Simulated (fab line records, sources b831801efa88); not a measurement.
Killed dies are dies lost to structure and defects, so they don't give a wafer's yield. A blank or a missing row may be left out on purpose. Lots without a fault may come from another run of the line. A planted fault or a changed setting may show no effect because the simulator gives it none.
Which tool did it? | flow sky130 | 10 lots, 30 wafers sampled, at 7 steps of a route of 708

WHAT THE GAUGES READ, wafer by wafer
SKY_POLY_GATE_OVL_MEAS_14. Usual: POLY_GATE_OVL -2 nm, standard deviation 4.9.
lot  | measured     | on         | POLY_GATE_OVL (nm) | flag
L943 | day 17 23:49 | overlay-02 | -5 2 -1            |
L944 | day 18 08:26 | overlay-02 | -12 -7 -4          |
L949 | day 19 19:41 | overlay-01 | -5 -1 -1           |
L952 | day 21 03:09 | overlay-02 | 2 4 3              |
L954 | day 21 15:43 | overlay-02 | -9 -3 -6           |
L955 | day 22 10:10 | overlay-01 | 6 -1 -7            |
L957 | day 22 21:00 | overlay-01 | 3 1 -7             |
L958 | day 23 04:11 | overlay-02 | -1 -3 -5           |
L959 | day 23 14:37 | overlay-02 | -3 -3 -4           |
L961 | day 24 05:43 | overlay-02 | -6 1 -7            |

SKY_POLY_GATE_THK_MEAS_21. Usual: POLY_GATE_OXIDATION_THK 3.96 nm, standard deviation 0.098.
lot  | measured     | on            | POLY_GATE_OXIDATION_THK (nm) | flag
L943 | day 18 01:29 | film_metro-03 | 3.99 3.97 3.93               |
L944 | day 18 11:23 | film_metro-03 | 3.94 3.95 3.85               |
L949 | day 19 22:07 | film_metro-02 | 3.97 3.94 3.96               |
L952 | day 21 04:49 | film_metro-03 | 4.07 4.02 4.07               |
L954 | day 21 17:23 | film_metro-02 | 4.01 4.15 4.06               |
L955 | day 22 11:55 | film_metro-02 | 3.88 3.90 3.91               |
L957 | day 22 22:41 | film_metro-02 | 4.06 4.01 3.98               |
L958 | day 23 05:55 | film_metro-02 | 3.99 3.92 3.85               |
L959 | day 23 17:08 | film_metro-03 | 3.73 3.77 3.77               |
L961 | day 24 08:51 | film_metro-04 | 4.03 3.98 4.09               |

SKY_LOCAL_INTERCONNECT_RS_MEAS_01: measures by four-point-probe. Usual: LOCAL_INTERCONNECT_TIN_RS 14.08 ohm/sq, standard deviation 0.17.
lot  | measured     | on            | LOCAL_INTERCONNECT_TIN_RS (ohm/sq)  | flag
L943 | day 30 15:44 | film_metro-04 | 14.26 14.30 36.72 14.26 14.28 36.80 | OFF
L944 | day 31 03:37 | film_metro-03 | 35.17 13.99 14.10 35.21 14.02 14.13 | OFF
L949 | day 32 10:07 | film_metro-01 | 13.88 13.91 14.09                   |
L952 | day 33 11:07 | film_metro-01 | 13.83 13.89 13.91                   |
L954 | day 33 20:02 | film_metro-01 | 14.18 14.32 14.15                   |
L955 | day 34 14:59 | film_metro-04 | 14.22 13.96 14.18                   |
L957 | day 34 23:43 | film_metro-03 | 13.90 13.87 13.96                   |
L958 | day 35 06:04 | film_metro-04 | 14.07 13.84 14.01                   |
L959 | day 35 16:02 | film_metro-04 | 14.40 14.53 14.39                   |
L961 | day 36 03:53 | film_metro-04 | 13.99 14.27 14.18                   |

SKY_LOCAL_INTERCONNECT_THK_MEAS_02: measures by xrf. Usual: LOCAL_INTERCONNECT_TIN_THK 100.4 nm, standard deviation 1.3.
lot  | measured     | on            | LOCAL_INTERCONNECT_TIN_THK (nm)   | flag
L943 | day 30 18:39 | film_metro-04 | 99.0 99.3 41.1 99.4 99.4 41.0     | OFF
L944 | day 31 17:40 | film_metro-03 | 42.6 100.8 100.0 42.5 101.3 100.1 | OFF
L949 | day 32 10:14 | film_metro-01 | 102.9 102.4 100.9                 |
L952 | day 33 11:13 | film_metro-01 | 102.3 102.5 102.6                 |
L954 | day 33 20:09 | film_metro-01 | 100.5 99.9 100.0                  |
L955 | day 34 15:05 | film_metro-04 | 98.3 100.1 99.2                   |
L957 | day 34 23:50 | film_metro-03 | 100.9 101.6 100.6                 |
L958 | day 35 06:11 | film_metro-04 | 99.8 101.6 100.7                  |
L959 | day 35 16:09 | film_metro-04 | 97.9 96.6 97.9                    |
L961 | day 36 04:00 | film_metro-04 | 100.6 99.4 99.5                   |

SKY_CONTACT_CD_MEAS_14: target cd 170 nm. Usual: cd_nm 170.2 nm, standard deviation 1.6.
lot  | measured     | on        | cd_nm (nm)        | flag
L943 | day 33 00:07 | cd_sem-02 | 171.5 170.9 171.7 |
L944 | day 33 10:55 | cd_sem-02 | 169.0 170.5 169.7 |
L949 | day 34 17:32 | cd_sem-01 | 169.6 171.5 169.7 |
L952 | day 35 18:12 | cd_sem-02 | 172.4 170.3 170.9 |
L954 | day 36 02:56 | cd_sem-02 | 169.7 169.9 171.2 |
L955 | day 36 20:28 | cd_sem-01 | 168.0 169.8 168.8 |
L957 | day 37 05:05 | cd_sem-01 | 172.0 172.8 172.0 |
L958 | day 37 10:08 | cd_sem-02 | 168.6 168.7 167.6 |
L959 | day 37 20:44 | cd_sem-01 | 167.5 168.5 169.2 |
L961 | day 38 07:53 | cd_sem-01 | 171.4 171.1 171.6 |

WHICH TOOL RAN EACH LOT (tool, then ch and the chambers of the sampled wafers, then the start)
lot  | SKY_LOCAL_INTERCONNECT_SPUTTER_00 | SKY_LOCAL_INTERCONNECT_METAL_ETCH_14
L943 | pvd_sputter-01, day 30 15:40      | rie_metal-03 ch 0,1, day 31 19:30
L944 | pvd_sputter-01, day 31 03:34      | rie_metal-02 ch 0,1, day 32 06:51
L949 | pvd_sputter-03, day 32 10:04      | rie_metal-02 ch 0, day 33 13:13
L952 | pvd_sputter-02, day 33 11:01      | rie_metal-02 ch 0,1, day 34 14:07
L954 | pvd_sputter-03, day 33 19:58      | rie_metal-02 ch 0,1, day 34 22:58
L955 | pvd_sputter-02, day 34 14:53      | rie_metal-01 ch 0,1, day 35 17:34
L957 | pvd_sputter-01, day 34 23:38      | rie_metal-02 ch 1, day 36 02:22
L958 | pvd_sputter-01, day 35 06:01      | rie_metal-03 ch 1, day 36 07:46
L959 | pvd_sputter-01, day 35 15:58      | rie_metal-02 ch 0,1, day 36 17:43
L961 | pvd_sputter-01, day 36 03:49      | rie_metal-01 ch 0,1, day 37 04:49
- SKY_LOCAL_INTERCONNECT_SPUTTER_00: material TiN, target thk 100 nm, time 83.3 s.
- SKY_LOCAL_INTERCONNECT_METAL_ETCH_14: etches TiN in Cl2/BCl3, stops on PSG, target depth 110 nm, time 31.4 s.

WHAT THE TOOLS THEMSELVES READ (means of the sampled wafers that have a number; where no wafer has one, the mark that the record gives instead)
SKY_LOCAL_INTERCONNECT_SPUTTER_00. Usual: throttle_valve_pct 30.2 %, standard deviation 1.2.
lot  | tool           | throttle_valve_pct (%) | flag
L943 | pvd_sputter-01 | 31.1                   |
L944 | pvd_sputter-01 | 30.5                   |
L949 | pvd_sputter-03 | 30.4                   |
L952 | pvd_sputter-02 | 29.7                   |
L954 | pvd_sputter-03 | 28.9                   |
L955 | pvd_sputter-02 | 29.8                   |
L957 | pvd_sputter-01 | 30.6                   |
L958 | pvd_sputter-01 | 30.1                   |
L959 | pvd_sputter-01 | 31.5                   |
L961 | pvd_sputter-01 | 30.2                   |

SKY_LOCAL_INTERCONNECT_METAL_ETCH_14. Usual: bcl3_flow_sccm 30.01 sccm, standard deviation 0.089; chamber_pressure_mTorr 9.998 mTorr, standard deviation 0.009; drypump_motor_current_A 5.6 A, standard deviation 0.36; oes_product_au 0.943 a.u., standard deviation 0.0082; throttle_valve_pct 21.900 %, standard deviation 0.011.
lot  | tool         | bcl3_flow_sccm (sccm) | chamber_pressure_mTorr (mTorr) | drypump_motor_current_A (A) | oes_product_au (a.u.) | throttle_valve_pct (%) | flag
L943 | rie_metal-03 | 29.98                 | 10.010                         | 5.8                         | 0.824                 | 21.974                 | OFF
L944 | rie_metal-02 | 29.94                 | 9.987                          | 5.6                         | 0.836                 | 21.965                 | OFF
L949 | rie_metal-02 | 29.96                 | 9.998                          | 5.5                         | 0.947                 | 21.905                 |
L952 | rie_metal-02 | 29.99                 | 10.000                         | 5.6                         | 0.952                 | 21.883                 |
L954 | rie_metal-02 | 30.01                 | 10.001                         | 5.6                         | 0.936                 | 21.901                 |
L955 | rie_metal-01 | 30.03                 | 9.994                          | 5.5                         | 0.941                 | 21.902                 |
L957 | rie_metal-02 | 30.11                 | 9.995                          | 5.8                         | 0.952                 | 21.906                 |
L958 | rie_metal-03 | 30.07                 | 9.999                          | 6.2                         | 0.943                 | 21.893                 |
L959 | rie_metal-02 | 30.08                 | 9.989                          | 5.7                         | 0.928                 | 21.909                 |
L961 | rie_metal-01 | 30.03                 | 9.998                          | 5.5                         | 0.938                 | 21.900                 |

THE ANSWER, worked out from the rows above alone
Rule: a lot is off if the mean of its wafers that have a number lies more than 3 standard deviations from the usual mean. A lot without any number at a reading at which 4 lots or more have one is off too. The other lots that the step has rows for count as sound. The gauges are gone through in route order, then the tools' own readings, and for those a lot's mean is taken as printed above. The first step at which some lot is off is used, and at that step the reading that is off furthest; a lot without a number counts as furthest.
Off: L943, L944, at SKY_LOCAL_INTERCONNECT_RS_MEAS_01 (LOCAL_INTERCONNECT_TIN_RS).
A tool fits if, at a process step before that reading, it ran every lot that is off, and no sound lot after the first of them. The gauges at SKY_LOCAL_INTERCONNECT_RS_MEAS_01 aren't tried: what is off there is off at SKY_LOCAL_INTERCONNECT_METAL_ETCH_14 too, on other tools, and a gauge's error can't cause that. None of those tried fits.

WHAT THE SIMULATOR HAD PUT IN
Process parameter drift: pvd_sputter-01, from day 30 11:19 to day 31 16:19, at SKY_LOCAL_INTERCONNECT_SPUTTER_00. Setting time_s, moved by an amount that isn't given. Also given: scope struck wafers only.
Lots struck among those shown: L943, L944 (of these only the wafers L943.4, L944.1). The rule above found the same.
